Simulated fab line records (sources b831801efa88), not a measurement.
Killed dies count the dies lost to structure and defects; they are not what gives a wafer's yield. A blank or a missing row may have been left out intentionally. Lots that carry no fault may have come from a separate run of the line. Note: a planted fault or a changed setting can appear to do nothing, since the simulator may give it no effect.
Which tool is to blame? / flow gf180mcu / 13 lots, 39 wafers sampled, at 4 steps of a route of 602

WHAT THE GAUGES SHOWED, per wafer
GF_VT_IMPLANT_RS_MEAS_48: the measuring method here is four-point-probe. Usual: LVPWELL_RS 1198.2 ohm/sq, standard deviation 2.7.
lot=L566; measured=day 7 10:28; on=filmMetro-02; LVPWELL_RS (ohm/sq)=1197.1 1192.5 1196.3; flag=
lot=L569; measured=day 8 09:34; on=filmMetro-01; LVPWELL_RS (ohm/sq)=1200.7 1201.6 1201.0; flag=
lot=L571; measured=day 9 01:59; on=filmMetro-01; LVPWELL_RS (ohm/sq)=1201.1 1198.6 1197.3; flag=
lot=L570; measured=day 9 03:04; on=filmMetro-03; LVPWELL_RS (ohm/sq)=1199.1 1192.3 1197.4; flag=
lot=L572; measured=day 9 08:29; on=filmMetro-03; LVPWELL_RS (ohm/sq)=1196.8 1197.4 1198.7; flag=
lot=L573; measured=day 9 13:50; on=filmMetro-01; LVPWELL_RS (ohm/sq)=1199.0 1201.2 1199.6; flag=
lot=L574; measured=day 10 01:02; on=filmMetro-03; LVPWELL_RS (ohm/sq)=1196.7 1198.6 1200.8; flag=
lot=L575; measured=day 10 04:22; on=filmMetro-03; LVPWELL_RS (ohm/sq)=1198.4 1200.2 1199.2; flag=
lot=L576; measured=day 10 08:52; on=filmMetro-03; LVPWELL_RS (ohm/sq)=1199.1 1201.6 1201.7; flag=
lot=L579; measured=day 11 03:28; on=filmMetro-02; LVPWELL_RS (ohm/sq)=1197.3 1200.3 1197.2; flag=
lot=L584; measured=day 12 11:50; on=filmMetro-03; LVPWELL_RS (ohm/sq)=1212.0 1216.9 1212.3; flag=OFF
lot=L587; measured=day 13 05:29; on=filmMetro-02; LVPWELL_RS (ohm/sq)=1209.1 1211.8 1209.6; flag=OFF
lot=L589; measured=day 13 17:53; on=filmMetro-02; LVPWELL_RS (ohm/sq)=1200.4 1191.4 1192.7; flag=

GF_V1_CD_MEAS_14: target cd 260 nm. Usual: cdNm reads 259.8 nm (standard deviation 1).
lot=L566; measured=day 17 10:07; on=cdSem-02; cdNm (nm)=259.9 258.6 259.9; flag=
lot=L569; measured=day 19 02:55; on=cdSem-01; cdNm (nm)=259.5 258.9 258.6; flag=
lot=L571; measured=day 20 00:32; on=cdSem-01; cdNm (nm)=258.8 258.0 259.1; flag=
lot=L570; measured=day 20 01:53; on=cdSem-02; cdNm (nm)=260.6 259.6 260.5; flag=
lot=L572; measured=day 20 17:11; on=cdSem-02; cdNm (nm)=258.4 259.1 259.9; flag=
lot=L573; measured=day 20 18:57; on=cdSem-01; cdNm (nm)=260.3 259.8 259.8; flag=
lot=L574; measured=day 21 18:48; on=cdSem-01; cdNm (nm)=259.8 259.9 259.8; flag=
lot=L575; measured=day 22 03:55; on=cdSem-02; cdNm (nm)=260.9 261.1 261.3; flag=
lot=L576; measured=day 22 14:19; on=cdSem-02; cdNm (nm)=260.2 260.3 259.4; flag=
lot=L579; measured=day 23 13:28; on=cdSem-01; cdNm (nm)=261.1 261.3 261.1; flag=
lot=L584; measured=day 24 17:51; on=cdSem-02; cdNm (nm)=258.5 259.0 258.8; flag=
lot=L587; measured=day 25 07:09; on=cdSem-02; cdNm (nm)=258.9 258.5 257.7; flag=
lot=L589; measured=day 25 21:27; on=cdSem-02; cdNm (nm)=259.3 260.1 258.7; flag=

EACH LOT AND THE TOOL THAT RAN IT (in order: tool; ch and the chambers of the sampled wafers; start)
lot=L566; GF_LVPWELL_IMPLANT_09=implanter-03 ch 0, day 3 19:33; GF_M1_STRIP_17=plasmaAsher-01 ch 0,1, day 16 10:38
lot=L569; GF_LVPWELL_IMPLANT_09=implanter-03 ch 0, day 4 14:55; GF_M1_STRIP_17=plasmaAsher-03 ch 0,1, day 18 01:20
lot=L571; GF_LVPWELL_IMPLANT_09=implanter-03 ch 0, day 5 04:50; GF_M1_STRIP_17=plasmaAsher-04 ch 0,1, day 18 22:01
lot=L570; GF_LVPWELL_IMPLANT_09=implanter-03 ch 0, day 5 06:17; GF_M1_STRIP_17=plasmaAsher-01 ch 0,1, day 18 23:46
lot=L572; GF_LVPWELL_IMPLANT_09=implanter-03 ch 0, day 5 08:20; GF_M1_STRIP_17=plasmaAsher-03 ch 0,1, day 19 15:11
lot=L573; GF_LVPWELL_IMPLANT_09=implanter-01 ch 0, day 5 13:44; GF_M1_STRIP_17=plasmaAsher-04 ch 0,1, day 19 17:02
lot=L574; GF_LVPWELL_IMPLANT_09=implanter-01 ch 0, day 5 22:05; GF_M1_STRIP_17=plasmaAsher-01 ch 0,1, day 20 17:02
lot=L575; GF_LVPWELL_IMPLANT_09=implanter-02 ch 0, day 6 02:55; GF_M1_STRIP_17=plasmaAsher-03 ch 0,1, day 21 02:56
lot=L576; GF_LVPWELL_IMPLANT_09=implanter-02 ch 0, day 6 05:07; GF_M1_STRIP_17=plasmaAsher-01 ch 0,1, day 21 14:07
lot=L579; GF_LVPWELL_IMPLANT_09=implanter-03 ch 0, day 6 20:51; GF_M1_STRIP_17=plasmaAsher-04 ch 0,1, day 22 13:23
lot=L584; GF_LVPWELL_IMPLANT_09=implanter-03 ch 0, day 8 01:29; GF_M1_STRIP_17=plasmaAsher-03 ch 0,1, day 23 17:55
lot=L587; GF_LVPWELL_IMPLANT_09=implanter-03 ch 0, day 8 17:17; GF_M1_STRIP_17=plasmaAsher-04 ch 0,1, day 24 08:45
lot=L589; GF_LVPWELL_IMPLANT_09=implanter-01 ch 0, day 9 04:08; GF_M1_STRIP_17=plasmaAsher-01 ch 0, day 24 23:35
- GF_LVPWELL_IMPLANT_09
- GF_M1_STRIP_17: strips in O2/N2.

WHAT THE TOOLS THEMSELVES READ (means of the sampled wafers that have a number; where no wafer has one, the mark that the record gives instead)
GF_LVPWELL_IMPLANT_09. Usual: doseIonsCm2 5.002e+12, standard deviation 5.7e+09; faradayCurrentUA 28.2, standard deviation 0.62.
lot=L566 tool=implanter-03 doseIonsCm2=5.000e+12 faradayCurrentUA=28.5 flag=
lot=L569 tool=implanter-03 doseIonsCm2=5.000e+12 faradayCurrentUA=28.2 flag=
lot=L571 tool=implanter-03 doseIonsCm2=4.995e+12 faradayCurrentUA=28.1 flag=
lot=L570 tool=implanter-03 doseIonsCm2=5.003e+12 faradayCurrentUA=28.4 flag=
lot=L572 tool=implanter-03 doseIonsCm2=5.001e+12 faradayCurrentUA=28.0 flag=
lot=L573 tool=implanter-01 doseIonsCm2=5.004e+12 faradayCurrentUA=28.3 flag=
lot=L574 tool=implanter-01 doseIonsCm2=5.006e+12 faradayCurrentUA=27.6 flag=
lot=L575 tool=implanter-02 doseIonsCm2=5.005e+12 faradayCurrentUA=28.3 flag=
lot=L576 tool=implanter-02 doseIonsCm2=5.008e+12 faradayCurrentUA=28.7 flag=
lot=L579 tool=implanter-03 doseIonsCm2=5.005e+12 faradayCurrentUA=28.1 flag=
lot=L584 tool=implanter-03 doseIonsCm2=4.695e+12 faradayCurrentUA=26.3 flag=OFF
lot=L587 tool=implanter-03 doseIonsCm2=4.705e+12 faradayCurrentUA=27.1 flag=OFF
lot=L589 tool=implanter-01 doseIonsCm2=5.004e+12 faradayCurrentUA=27.9 flag=

GF_M1_STRIP_17. Usual: drypumpMotorCurrentA 5.48 A, standard deviation 0.16; heaterPowerW 364 W, standard deviation 38; oesProductAu 0.536 a.u., standard deviation 0.0048; stripTimeToEndpointS 7.35 s, standard deviation 0.047.
lot=L566; tool=plasmaAsher-01; drypumpMotorCurrentA (A)=5.27; heaterPowerW (W)=333; oesProductAu (a.u.)=0.537; stripTimeToEndpointS (s)=7.34; flag=
lot=L569; tool=plasmaAsher-03; drypumpMotorCurrentA (A)=5.67; heaterPowerW (W)=366; oesProductAu (a.u.)=0.538; stripTimeToEndpointS (s)=7.38; flag=
lot=L571; tool=plasmaAsher-04; drypumpMotorCurrentA (A)=5.48; heaterPowerW (W)=385; oesProductAu (a.u.)=0.538; stripTimeToEndpointS (s)=7.39; flag=
lot=L570; tool=plasmaAsher-01; drypumpMotorCurrentA (A)=5.28; heaterPowerW (W)=329; oesProductAu (a.u.)=0.538; stripTimeToEndpointS (s)=7.35; flag=
lot=L572; tool=plasmaAsher-03; drypumpMotorCurrentA (A)=5.70; heaterPowerW (W)=366; oesProductAu (a.u.)=0.537; stripTimeToEndpointS (s)=7.33; flag=
lot=L573; tool=plasmaAsher-04; drypumpMotorCurrentA (A)=5.50; heaterPowerW (W)=389; oesProductAu (a.u.)=0.537; stripTimeToEndpointS (s)=7.37; flag=
lot=L574; tool=plasmaAsher-01; drypumpMotorCurrentA (A)=5.28; heaterPowerW (W)=322; oesProductAu (a.u.)=0.530; stripTimeToEndpointS (s)=7.35; flag=
lot=L575; tool=plasmaAsher-03; drypumpMotorCurrentA (A)=5.62; heaterPowerW (W)=368; oesProductAu (a.u.)=0.533; stripTimeToEndpointS (s)=7.32; flag=
lot=L576; tool=plasmaAsher-01; drypumpMotorCurrentA (A)=5.28; heaterPowerW (W)=330; oesProductAu (a.u.)=0.536; stripTimeToEndpointS (s)=7.33; flag=
lot=L579; tool=plasmaAsher-04; drypumpMotorCurrentA (A)=5.49; heaterPowerW (W)=405; oesProductAu (a.u.)=0.538; stripTimeToEndpointS (s)=7.28; flag=
lot=L584; tool=plasmaAsher-03; drypumpMotorCurrentA (A)=5.63; heaterPowerW (W)=374; oesProductAu (a.u.)=0.537; stripTimeToEndpointS (s)=7.43; flag=
lot=L587; tool=plasmaAsher-04; drypumpMotorCurrentA (A)=5.52; heaterPowerW (W)=413; oesProductAu (a.u.)=0.541; stripTimeToEndpointS (s)=7.40; flag=
lot=L589; tool=plasmaAsher-01; drypumpMotorCurrentA (A)=5.25; heaterPowerW (W)=336; oesProductAu (a.u.)=0.540; stripTimeToEndpointS (s)=7.36; flag=

THE ANSWER, worked out from the rows above alone
Rule: lot off if the mean of its wafers having a number is beyond 3 standard deviations from the usual mean. A lot without any number at a reading at which 4 lots or more have one is off too. Where the step has rows for the other lots, those lots are counted as sound. The gauges are gone through in route order, then the tools' own readings, and for those a lot's mean is taken as printed above. At the first step where some lot is off, the reading lying furthest off is the one used; lots without a number count as furthest.
Off: at GF_VT_IMPLANT_RS_MEAS_48 (LVPWELL_RS), L584, L587.
If a tool, at a process step before that reading, ran all the lots that are off and no sound lot after the first of them, it fits. Not tried: the gauges at GF_VT_IMPLANT_RS_MEAS_48; whatever is off there is also off at GF_LVPWELL_IMPLANT_09, on other tools, and gauge error can't account for it. One fits: implanter-03 at GF_LVPWELL_IMPLANT_09. Its last sound lot is L579 (day 6 20:51), its first lot that is off L584 (day 8 01:29): a fault that began between those two fits.
The tool's own readings at GF_LVPWELL_IMPLANT_09 bear it out: on the lots that are off they differ by more than 5 times the standard deviation of the sound lots' means. doseIonsCm2 reads 4.700e+12 there against 5.003e+12 on the sound lots; faradayCurrentUA reads 26.7 there against 28.2 on the sound lots.

WHAT THE SIMULATOR PUT IN
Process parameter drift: implanter-03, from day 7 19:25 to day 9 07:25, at GF_LVPWELL_IMPLANT_09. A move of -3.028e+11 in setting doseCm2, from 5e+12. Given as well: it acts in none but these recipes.
Lots struck among those shown: L584, L587. The rule above reached the same finding.
